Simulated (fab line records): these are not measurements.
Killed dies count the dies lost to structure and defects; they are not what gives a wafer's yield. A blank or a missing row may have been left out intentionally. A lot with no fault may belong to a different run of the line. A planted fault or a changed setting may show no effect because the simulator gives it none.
8D (eight disciplines) problem report, filled in by code | flow sky130 | the parts of the form that need people (team, actions taken, sign-off) are left out

== 1. PROBLEM STATEMENT ==
cathode-dc-power-W at SKY_METAL4_SPUTTER_04 reads a mean of 7050.1 W on 1 wafer of 1 lot; wafers without a fault read 6500.0 W with a standard deviation of 1.4. So: +99 or more standard deviations from the usual mean.
The step: material TiN, target thk 70 nm, time 58.3 s.
The first sign was on wafer L353.2 at day 45 05:22, on pvd-sputter-02. At this step, 36 wafers from 12 lots have a number in the record. The rule behind "out" and "out of limits": a value lying over 4 standard deviations away from the usual mean. The rest of the wafers with a number are treated as sound.

== 2. WHAT THIS IS AND IS NOT ==
question                    | is                 | is not
which readings at this step | cathode-dc-power-W | throttle-valve-pct
which lots                  | L353               | L336, L337, L338, L339, L340, L343, L345, L347, L348, L354, L357
which wafers of those lots  | L353.2             | L353.1, L353.4
read on which tools         | pvd-sputter-02     | pvd-sputter-01, pvd-sputter-03
when                        | from day 45 05:22  | up to then (29 sound wafers); but 6 sound wafers of L354, L357 came after

== 3. WHAT RULES OUT EACH SUSPECT ==
Counting: a tool at a process step up to the reading stays a suspect if it ran every lot that is out. Sound lots after the first of them don't rule it out here, since some wafers of a struck lot are sound.
- pecvd-02 at SKY_CAPM_CVD_00 (deposits SiO2, target thk 15.5 nm): kept. It ran the lot that is out, L353 (day 42 06:13); its last sound lot up to then is L348 (day 40 18:55).
- rie-metal-01 at SKY_METAL3_DESCUM_15 (chemistry O2, time 8 s): kept. It ran the lot that is out, L353 (day 44 05:03); its last sound lot up to then is L340 (day 40 16:13).
- pvd-sputter-02 at SKY_METAL4_SPUTTER_04 (material TiN, target thk 70 nm, time 58.3 s): kept. It ran the lot that is out, L353 (day 45 05:22); its last sound lot up to then is L345 (day 43 05:26). On those wafers its own readings are out: cathode-dc-power-W.
Left after counting: pecvd-02 at SKY_CAPM_CVD_00, rie-metal-01 at SKY_METAL3_DESCUM_15, pvd-sputter-02 at SKY_METAL4_SPUTTER_04.

== 4. THE CAUSE (what the simulator had put in) ==
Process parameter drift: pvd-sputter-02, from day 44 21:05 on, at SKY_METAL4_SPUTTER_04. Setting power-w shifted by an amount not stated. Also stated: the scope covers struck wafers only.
This tool is one of the 3 suspects left after counting.

== 5. THE CHAIN OF EFFECTS, in route order ==
One row per reading whose mean, taken over the struck wafers that have a number, lies over 3 standard deviations from the usual. Readings are gone through only where the record gives a usual standard deviation; hours: the median, over the lots, of the time from a lot's start at the first step in this table giving one to that lot's start at this step; sigmas: the change measured in usual standard deviations.
hours | step                  | reading            | usual    | on struck wafers | change | sigmas
0     | SKY_METAL4_SPUTTER_04 | cathode-dc-power-W | 6500.0 W | 7050.1           | +550.1 | +99 or more
Its process steps:
- SKY_METAL4_SPUTTER_04: material TiN, target thk 70 nm, time 58.3 s.

== 6. HOW IT WOULD HAVE BEEN CAUGHT EARLIER ==
In this record the first reading out of limits was taken at day 45 05:22, 8 hours after the fault began at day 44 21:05.
